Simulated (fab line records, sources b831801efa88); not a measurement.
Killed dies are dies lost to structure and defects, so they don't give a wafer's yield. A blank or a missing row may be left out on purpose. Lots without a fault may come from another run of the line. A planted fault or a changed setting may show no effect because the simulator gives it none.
Tool commonality check | flow gf180mcu | 13 lots, 42 wafers sampled

WHY IT WAS OPENED
At GF_DNWELL_TW_MEAS_09 the reading DNWELL_TW is flagged on 1 of 13 lots. Wafers without a fault read 1364, standard deviation 7.8.
Rule: a lot is flagged when every wafer of it that has a number lies more than 4 standard deviations from that mean, or none has a number. The other lots count as sound.

lot  | measured    | on            | DNWELL_TW, wafer by wafer | flag
L867 | day 2 23:32 | film_metro-01 | 1380 1379 1376            |
L868 | day 3 08:04 | film_metro-01 | 1376 1381 1367            |
L872 | day 4 01:35 | film_metro-01 | 1371 1374 1373            |
L873 | day 4 09:52 | film_metro-03 | 1367 1372 1368            |
L874 | day 4 13:37 | film_metro-03 | 1358 1349 1345            |
L876 | day 5 00:04 | film_metro-03 | 1361 1365 1364            |
L878 | day 5 13:25 | film_metro-01 | 31 31 31 31 31 31         | FLAGGED
L881 | day 6 03:32 | film_metro-01 | 1373 1361 1374            |
L882 | day 6 09:43 | film_metro-03 | 1366 1358 1356            |
L884 | day 6 18:10 | film_metro-01 | 1361 1359 1365            |
L885 | day 6 23:48 | film_metro-01 | 1372 1368 1370            |
L886 | day 7 04:40 | film_metro-03 | 1360 1357 1366            |
L889 | day 7 22:29 | film_metro-02 | 1354 1350 1349            |
The numbers of the flagged lots are 31 on average: -1333 against the usual, or -99 or more standard deviations.

WHICH TOOL RAN EACH LOT
The record holds 1 process step before the reading, out of a route of 602 steps. In each cell: the tool, then ch and the chambers that the sampled wafers went through, then the start.
lot  | flag    | GF_DNWELL_EXPOSE_04
L867 |         | iline_stepper-01 ch 0, day 2 17:11
L868 |         | iline_stepper-02 ch 0, day 3 01:45
L872 |         | iline_stepper-02 ch 0, day 3 19:17
L873 |         | iline_stepper-02 ch 0, day 4 02:36
L874 |         | iline_stepper-01 ch 0, day 4 06:58
L876 |         | iline_stepper-02 ch 0, day 4 17:17
L878 | FLAGGED | iline_stepper-02 ch 0, day 5 05:44
L881 |         | iline_stepper-01 ch 0, day 5 19:47
L882 |         | iline_stepper-01 ch 0, day 6 02:16
L884 |         | iline_stepper-02 ch 0, day 6 10:26
L885 |         | iline_stepper-02 ch 0, day 6 15:56
L886 |         | iline_stepper-02 ch 0, day 6 20:58
L889 |         | iline_stepper-02 ch 0, day 7 14:36
What these steps do:
- GF_DNWELL_EXPOSE_04: exposes mask DNWELL, target cd 1700 nm.
- GF_DNWELL_TW_MEAS_09

FLAGGED OVER TOTAL, TOOL BY TOOL (the gauges that took the reading come last)
step                 | tool             | lots run | flagged | share of the flagged lots | sound lots run after its first flagged lot
GF_DNWELL_EXPOSE_04  | iline_stepper-01 | 4        | 0       | none                      | -
GF_DNWELL_EXPOSE_04  | iline_stepper-02 | 9        | 1       | all                       | 4 (L884,L885,L886,L889)
GF_DNWELL_TW_MEAS_09 | film_metro-01    | 7        | 1       | all                       | 3 (L881,L884,L885)
GF_DNWELL_TW_MEAS_09 | film_metro-02    | 1        | 0       | none                      | -
GF_DNWELL_TW_MEAS_09 | film_metro-03    | 5        | 0       | none                      | -

WHAT THE TABLE ALLOWS
2 rows of the table ran every flagged lot: iline_stepper-02 at GF_DNWELL_EXPOSE_04, film_metro-01 at GF_DNWELL_TW_MEAS_09.
- iline_stepper-02 at GF_DNWELL_EXPOSE_04: 1 of its 9 lots flagged. Sound lots ran on it after the first flagged one (L884, L885, L886, L889), which a lasting fault on the whole tool wouldn't allow.
- film_metro-01 at GF_DNWELL_TW_MEAS_09: 1 of its 7 lots flagged. Sound lots ran on it after the first flagged one (L881, L884, L885), which a lasting fault on the whole tool wouldn't allow.
No row of the table ran every flagged lot and no sound lot after the first.

WHAT THE SIMULATOR HAD PUT IN
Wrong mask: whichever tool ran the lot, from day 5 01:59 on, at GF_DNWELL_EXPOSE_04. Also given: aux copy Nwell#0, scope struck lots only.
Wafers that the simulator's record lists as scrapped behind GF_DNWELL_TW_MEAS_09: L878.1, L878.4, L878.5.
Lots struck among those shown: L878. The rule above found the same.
